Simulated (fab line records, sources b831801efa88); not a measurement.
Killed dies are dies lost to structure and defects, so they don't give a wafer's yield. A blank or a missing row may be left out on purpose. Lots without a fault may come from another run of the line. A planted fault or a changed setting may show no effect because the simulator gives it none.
fab line records | flow sky130
record lots=12 wafers=36 last_day=50
route steps=708 shown FIELD_ISO@14 PWDE@53 VT_ADJUST_LVTN@107 VT_ADJUST_HVTR@138
lots that met no fault: from a run of the same line without faults
start_h: hours from the record's first day to the start of the lot's first wafer shown | wait_h: hours since the lot's step before | " the same as in the row above | L1.1+2: a row that stands for several wafers | - no value, or no start given | * or withheld: withheld | < > ~ a bound
route shown NAME@n: a module of which the file shows steps, and the number in the route of the first | usual: mean/standard deviation of fault-free wafers | same: alike in all rows | chamber/n: place in a boat | sites: the reading at each site | _std_site: their standard deviation | _edge_site: outer sites' mean less inner sites' | radius_mm: how far each site lies from the wafer's centre | mask NAME#n: copy n | behind: the tool/chamber that last shaped the wafer | hold: why the lot was held/for how many hours/how that ended | device: the transistor (n, p or np) that didn't switch | end of line: the same wafers' tests at the end of the route | a step without rows: its recipe alone | killed: dies lost to structure and defects at the first sort, not the wafer's yield | map: a wafer's dies, x killed, . not, _ none there
set.NAME: the setting as run; set.NAME@STEP: as run at that earlier step | model.NAME: the simulator's own value behind a step, which no gauge read
steps of the route over a sample of lots; a table a step, a row a wafer
services: from which hour (start_h, from the record's first day; less than 0 if before it) a tool's chamber was out of use, for how many hours, and why
## steps
# step SKY_FIELD_ISO_CD_MEAS_13
# recipe target_cd_nm=150
# usual cd_nm=150.4/1.8
# columns lot.wafer tool chamber start_h wait_h cd_nm
L468.2 cd_sem-02 - 33.68 - 151.2
L468.3 " - " " 150.7
L468.6 " - " " 149.3
L471.1 cd_sem-02 - 49.01 - 150.6
L471.3 " - " " 151.4
L471.5 " - " " 150.6
L472.1 cd_sem-02 - 53.66 - 154.4
L472.4 " - " " 152.5
L472.6 " - " " 153.3
L478.1 cd_sem-01 - 89.33 - 148.2
L478.4 " - " " 147.5
L478.5 " - " " 148.0
L479.1 cd_sem-02 - 93.76 - 149.0
L479.3 " - " " 149.9
L479.6 " - " " 148.7
L480.1 cd_sem-01 - 96.82 - 151.0
L480.4 " - " " 151.0
L480.5 " - " " 151.9
L482.2 cd_sem-02 - 108.85 - 147.5
L482.3 " - " " 145.5
L482.5 " - " " 148.3
L484.1 cd_sem-01 - 118.26 - 154.1
L484.2 " - " " 151.9
L484.5 " - " " 152.0
L486.1 cd_sem-01 - 130.73 - 148.9
L486.2 " - " " 151.3
L486.3 " - " " 151.5
L487.1 cd_sem-02 - 134.36 - 151.1
L487.2 " - " " 150.5
L487.6 " - " " 150.9
L488.1 cd_sem-01 - 138.92 - 151.2
L488.2 " - " " 151.6
L488.6 " - " " 150.9
L489.1 cd_sem-01 - 143.58 - 149.6
L489.3 " - " " 149.0
L489.5 " - " " 149.3
# step SKY_PWDE_IMPLANT_08
# recipe species=B energy_kev=148.6 dose_cm2=3.6e+12 tilt_deg=withheld
# usual dose_ions_cm2=3.6e+12/4.5e+09 faraday_current_uA=20.3/0.42
# columns lot.wafer tool chamber start_h wait_h dose_ions_cm2 faraday_current_uA
L468.2 implanter-04 0 74.53 0.0 3.6e+12 20.2
L468.3 " 0 " " 3.6e+12 20.7
L468.6 " 0 " " 3.599e+12 19.9
L471.1 implanter-03 0 89.02 0.0 3.595e+12 20.5
L471.3 " 0 " " 3.596e+12 20.7
L471.5 " 0 " " 3.595e+12 20.2
L472.1 implanter-04 0 95.11 0.0 3.601e+12 20.1
L472.4 " 0 " " 3.595e+12 20.6
L472.6 " 0 " " 3.602e+12 20.1
L478.1 implanter-04 0 137.14 0.0 3.909e+12 21.8
L478.4 " 0 " " 3.908e+12 22.0
L478.5 " 0 " " 3.91e+12 21.9
L479.1 implanter-04 0 139.70 0.0 3.915e+12 22.2
L479.3 " 0 " " 3.916e+12 21.8
L479.6 " 0 " " 3.91e+12 22.1
L480.1 implanter-03 0 144.91 0.0 3.602e+12 20.6
L480.4 " 0 " " 3.601e+12 19.7
L480.5 " 0 " " 3.604e+12 20.9
L482.2 implanter-03 0 155.24 0.0 3.596e+12 19.9
L482.3 " 0 " " 3.594e+12 21.2
L482.5 " 0 " " 3.599e+12 19.7
L484.1 implanter-02 0 162.31 0.0 3.608e+12 20.4
L484.2 " 0 " " 3.595e+12 19.9
L484.5 " 0 " " 3.597e+12 20.5
L486.1 implanter-03 0 176.47 0.1 3.604e+12 20.2
L486.2 " 0 " " 3.599e+12 20.3
L486.3 " 0 " " 3.6e+12 21.0
L487.1 implanter-03 0 179.62 0.0 3.592e+12 20.6
L487.2 " 0 " " 3.596e+12 20.1
L487.6 " 0 " " 3.601e+12 20.2
L488.1 implanter-03 0 193.12 0.0 3.598e+12 19.5
L488.2 " 0 " " 3.599e+12 20.6
L488.6 " 0 " " 3.596e+12 21.0
L489.1 implanter-02 0 205.21 0.0 3.606e+12 19.7
L489.3 " 0 " " 3.604e+12 20.7
L489.5 " 0 " " 3.602e+12 20.3
# step SKY_PWDE_TW_MEAS_10
# usual PWDE_TW=374.5/2.2
# columns lot.wafer tool chamber start_h wait_h hold PWDE_TW
L468.2 film_metro-04 - 74.76 0.1 - 377.9
L468.3 " - " " - 375.9
L468.6 " - " " - 376.8
L471.1 film_metro-04 - 89.27 0.1 - 376.7
L471.3 " - " " - 375.5
L471.5 " - " " - 375.6
L472.1 film_metro-02 - 95.36 0.1 - 370.0
L472.4 " - " " - 372.1
L472.6 " - " " - 372.5
L478.1 film_metro-02 - 137.39 0.1 await_dispo/0.2h/release 380.9
L478.4 " - " " await_dispo/0.2h/release 384.6
L478.5 " - " " await_dispo/0.2h/release 384.7
L478.1 film_metro-02 - 137.67 0.3 - 382.6
L478.4 " - " " - 384.9
L478.5 " - " " - 384.2
L479.1 film_metro-04 - 139.95 0.1 await_dispo/0.2h/release 385.3
L479.3 " - " " await_dispo/0.2h/release 385.4
L479.6 " - " " await_dispo/0.2h/release 387.4
L479.1 film_metro-04 - 140.18 0.2 - 387.6
L479.3 " - " " - 385.8
L479.6 " - " " - 384.7
L480.1 film_metro-02 - 145.16 0.1 - 371.3
L480.4 " - " " - 371.2
L480.5 " - " " - 371.2
L482.2 film_metro-03 - 155.47 0.1 - 376.2
L482.3 " - " " - 375.6
L482.5 " - " " - 375.1
L484.1 film_metro-02 - 162.56 0.1 - 370.5
L484.2 " - " " - 372.4
L484.5 " - " " - 372.9
L486.1 film_metro-03 - 176.72 0.1 - 373.9
L486.2 " - " " - 373.1
L486.3 " - " " - 374.1
L487.1 film_metro-03 - 179.87 0.1 - 373.5
L487.2 " - " " - 374.8
L487.6 " - " " - 374.3
L488.1 film_metro-03 - 193.37 0.1 - 375.0
L488.2 " - " " - 375.9
L488.6 " - " " - 373.8
L489.1 film_metro-04 - 205.46 0.1 - 374.6
L489.3 " - " " - 376.4
L489.5 " - " " - 375.2
# step SKY_NWELL_RS_MEAS_31
# recipe thk_meas_gauge=four-point-probe
# usual PWDE_RS=5284/17
# columns lot.wafer tool chamber start_h wait_h hold PWDE_RS[ohm/sq]
L468.2 film_metro-03 - 110.09 0.1 - 5284
L468.3 " - " " - 5304
L468.6 " - " " - 5286
L471.1 film_metro-02 - 127.11 0.1 - 5314
L471.3 " - " " - 5296
L471.5 " - " " - 5307
L472.1 film_metro-04 - 137.98 0.1 - 5267
L472.4 " - " " - 5267
L472.6 " - " " - 5272
L478.1 film_metro-04 - 176.61 0.1 await_dispo/0.2h/release 4934
L478.4 " - " " await_dispo/0.2h/release 4920
L478.5 " - " " await_dispo/0.2h/release 4932
L478.1 film_metro-04 - 176.90 0.3 - 4936
L478.4 " - " " - 4919
L478.5 " - " " - 4933
L479.1 film_metro-02 - 179.41 0.1 await_dispo/0.2h/release 4942
L479.3 " - " " await_dispo/0.2h/release 4944
L479.6 " - " " await_dispo/0.2h/release 4945
L479.1 film_metro-02 - 179.71 0.3 - 4932
L479.3 " - " " - 4945
L479.6 " - " " - 4934
L480.1 film_metro-03 - 186.07 0.1 - 5294
L480.4 " - " " - 5255
L480.5 " - " " - 5272
L482.2 film_metro-02 - 197.64 0.1 - 5280
L482.3 " - " " - 5292
L482.5 " - " " - 5301
L484.1 film_metro-04 - 205.01 0.1 - 5307
L484.2 " - " " - 5293
L484.5 " - " " - 5291
L486.1 film_metro-03 - 221.11 0.1 - 5301
L486.2 " - " " - 5287
L486.3 " - " " - 5306
L487.1 film_metro-02 - 223.66 0.1 - 5274
L487.2 " - " " - 5255
L487.6 " - " " - 5264
L488.1 film_metro-02 - 239.02 0.1 - 5284
L488.2 " - " " - 5289
L488.6 " - " " - 5287
L489.1 film_metro-02 - 252.16 0.1 - 5282
L489.3 " - " " - 5292
L489.5 " - " " - 5291
# step SKY_VT_ADJUST_LVTN_TW_MEAS_10
# usual VT_ADJUST_LVTN_TW=243.3/1.9
# columns lot.wafer tool chamber start_h wait_h VT_ADJUST_LVTN_TW
L468.2 film_metro-02 - 149.72 0.1 241.7
L468.3 " - " " 240.9
L468.6 " - " " 240.9
L471.1 film_metro-02 - 164.51 0.1 239.3
L471.3 " - " " 240.4
L471.5 " - " " 238.7
L472.1 film_metro-01 - 176.51 0.1 244.1
L472.4 " - " " 245.2
L472.6 " - " " 244.6
L478.1 film_metro-04 - 219.96 0.1 244.6
L478.4 " - " " 244.6
L478.5 " - " " 245.9
L479.1 film_metro-04 - 223.16 0.1 245.8
L479.3 " - " " 245.1
L479.6 " - " " 244.9
L480.1 film_metro-01 - 230.31 0.1 244.2
L480.4 " - " " 245.7
L480.5 " - " " 245.5
L482.2 film_metro-01 - 242.92 0.1 244.2
L482.3 " - " " 243.2
L482.5 " - " " 242.8
L484.1 film_metro-02 - 250.36 0.1 240.9
L484.2 " - " " 240.7
L484.5 " - " " 240.0
L486.1 film_metro-02 - 269.55 0.1 242.2
L486.2 " - " " 241.6
L486.3 " - " " 241.7
L487.1 film_metro-01 - 271.31 0.1 245.3
L487.2 " - " " 245.4
L487.6 " - " " 245.1
L488.1 film_metro-01 - 288.51 0.1 245.5
L488.2 " - " " 243.3
L488.6 " - " " 244.5
L489.1 film_metro-01 - 302.85 0.1 245.5
L489.3 " - " " 244.0
L489.5 " - " " 244.3
# step SKY_VT_ADJUST_HVTR_CD_MEAS_07
# recipe target_cd_nm=380
# usual cd_nm=380.2/2.2
# columns lot.wafer tool chamber start_h wait_h cd_nm
L468.2 cd_sem-01 - 210.55 0.1 380.1
L468.3 " - " " 376.8
L468.6 " - " " 380.7
L471.1 cd_sem-02 - 229.67 0.1 376.2
L471.3 " - " " 379.8
L471.5 " - " " 376.0
L472.1 cd_sem-01 - 242.77 0.1 376.6
L472.4 " - " " 379.8
L472.6 " - " " 382.4
L478.1 cd_sem-01 - 293.62 0.1 380.5
L478.4 " - " " 380.6
L478.5 " - " " 378.7
L479.1 cd_sem-01 - 295.77 0.1 379.5
L479.3 " - " " 378.6
L479.6 " - " " 378.5
L480.1 cd_sem-02 - 305.02 0.1 380.2
L480.4 " - " " 380.5
L480.5 " - " " 381.4
L482.2 cd_sem-02 - 318.04 0.1 382.7
L482.3 " - " " 381.8
L482.5 " - " " 384.4
L484.1 cd_sem-01 - 326.58 0.1 380.3
L484.2 " - " " 378.3
L484.5 " - " " 378.5
L486.1 cd_sem-01 - 348.23 0.1 380.1
L486.2 " - " " 383.8
L486.3 " - " " 381.8
L487.1 cd_sem-01 - 349.52 0.1 382.9
L487.2 " - " " 381.7
L487.6 " - " " 379.9
L488.1 cd_sem-02 - 370.63 0.1 375.9
L488.2 " - " " 378.1
L488.6 " - " " 377.9
L489.1 cd_sem-02 - 386.97 0.1 380.4
L489.3 " - " " 379.5
L489.5 " - " " 382.4
## services
# columns tool chamber start_h hours kind
implanter-04 - 65.37 5.3 repair
implanter-04 - 84.50 4.9 repair
implanter-04 - 100.76 2.8 pm
implanter-02 - 107.39 20.7 pm
implanter-04 - 118.18 5.7 pm
implanter-02 - 137.90 0.8 repair
implanter-04 - 142.84 4.3 repair
implanter-04 - 175.47 3.6 repair
## key
first_sign step=SKY_PWDE_IMPLANT_08 reading=dose_ions_cm2 direction=up sigmas=69 usual=* struck=*
effect step=SKY_PWDE_IMPLANT_08 reading=faraday_current_uA direction=up sigmas=3.9 usual=20.3 struck=22.0
effect step=SKY_PWDE_TW_MEAS_10 reading=visit direction=added
effect step=SKY_NWELL_RS_MEAS_31 reading=PWDE_RS direction=down sigmas=20 usual=5284 struck=4936
met_at SKY_PWDE_IMPLANT_08
struck_lots L478,L479
tester_left_out L478,L479
not_acting_at SKY_FIELD_ISO_CD_MEAS_13,SKY_VT_ADJUST_LVTN_TW_MEAS_10,SKY_VT_ADJUST_HVTR_CD_MEAS_07
onset_between 95.11 137.14
fault kind=process_parameter_drift tool=implanter-04 chamber=- onset_h=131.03 steps=SKY_PWDE_IMPLANT_08 channel=dose_cm2 offset=* shape=step end_h=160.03 acts_in=* stated=*
# tester_left_out: of these lots the tester's yield and bins aren't shown, on N5 and GAA mostly nor the transistor test; their killed dies are dies lost to structure and defects alone, not to doping, threshold or leakage, so they don't give the yield
